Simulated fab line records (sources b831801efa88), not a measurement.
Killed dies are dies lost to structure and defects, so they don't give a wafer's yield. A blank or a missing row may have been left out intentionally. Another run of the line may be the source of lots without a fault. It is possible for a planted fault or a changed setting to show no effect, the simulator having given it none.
Which tool is to blame? + flow gf180mcu + Sampling: 6 lots, 18 wafers, 3 of 602 route steps

== WHAT EACH GAUGE READ, for each wafer ==
GF_SALICIDE_RS_MEAS_04: uses a four-point probe to measure.
| lot  | measured     | on           | SALICIDE_TIN_RS (ohm/sq) |
|------|--------------|--------------|--------------------------|
| L428 | day 15 11:42 | filmMetro-01 | 16.8 16.6 17.0           |
| L430 | day 16 02:48 | filmMetro-01 | 16.6 16.0 16.6           |
| L433 | day 17 07:14 | filmMetro-01 | 16.8 16.0 16.0           |
| L436 | day 18 13:10 | filmMetro-01 | 16.5 16.4 16.9           |
| L443 | day 20 19:16 | filmMetro-01 | 16.4 21.4 16.5           |
| L448 | day 22 11:38 | filmMetro-04 | 16.0 15.9 16.4           |

== TOOL THAT RAN EACH LOT (tool first, then ch and the chambers of the sampled wafers, then the start) ==
| lot  | GF_VT_IMPLANT_STRIP_09              | GF_SALICIDE_SPUTTER_02      |
|------|-------------------------------------|-----------------------------|
| L428 | plasmaAsher-04 ch 0,1, day 5 22:21  | pvdSputter-03, day 15 11:39 |
| L430 | plasmaAsher-01 ch 0,1, day 6 08:59  | pvdSputter-03, day 16 02:45 |
| L433 | plasmaAsher-04 ch 0,1, day 7 02:05  | pvdSputter-03, day 17 07:10 |
| L436 | plasmaAsher-03 ch 0,1, day 7 22:08  | pvdSputter-03, day 18 13:06 |
| L443 | plasmaAsher-03 ch 0,1, day 9 17:05  | pvdSputter-03, day 20 19:13 |
| L448 | plasmaAsher-04 ch 0,1, day 10 23:44 | pvdSputter-01, day 22 11:32 |
- GF_VT_IMPLANT_STRIP_09: strips in O2/N2.
- GF_SALICIDE_SPUTTER_02: material Co, target thk 10 nm, time 20 s.

== THE ANSWER, worked out from the rows above alone ==
Rule: usual is defined by the lots themselves. Put in order of their means at a reading, lots are off if they are a third of the lots or fewer, leave a main group of 4 or more, and stand apart from it by a gap of 3 or more times the standard deviation of the main group's means; of several such gaps the widest counts. The tables above print the reading to a certain number of digits; a main group whose means all agree to those digits is not used. Also off: a lot with no number at a reading for which 4 or more lots have one. Any other lot the step has rows for is counted as sound.
Off: L443, seen at GF_SALICIDE_RS_MEAS_04 (SALICIDE_TIN_RS). The main group: mean 16.4 ohm/sq, standard deviation 0.25.
A tool fits if, at a process step before that reading, it ran every lot that is off, and no sound lot after the first of them. Those tools and the gauges at GF_SALICIDE_RS_MEAS_04 are tried in the same way. Can't be told from this: 3 tools fit, plasmaAsher-03 at GF_VT_IMPLANT_STRIP_09, pvdSputter-03 at GF_SALICIDE_SPUTTER_02, filmMetro-01 at GF_SALICIDE_RS_MEAS_04.

== WHAT WAS PUT IN BY THE SIMULATOR ==
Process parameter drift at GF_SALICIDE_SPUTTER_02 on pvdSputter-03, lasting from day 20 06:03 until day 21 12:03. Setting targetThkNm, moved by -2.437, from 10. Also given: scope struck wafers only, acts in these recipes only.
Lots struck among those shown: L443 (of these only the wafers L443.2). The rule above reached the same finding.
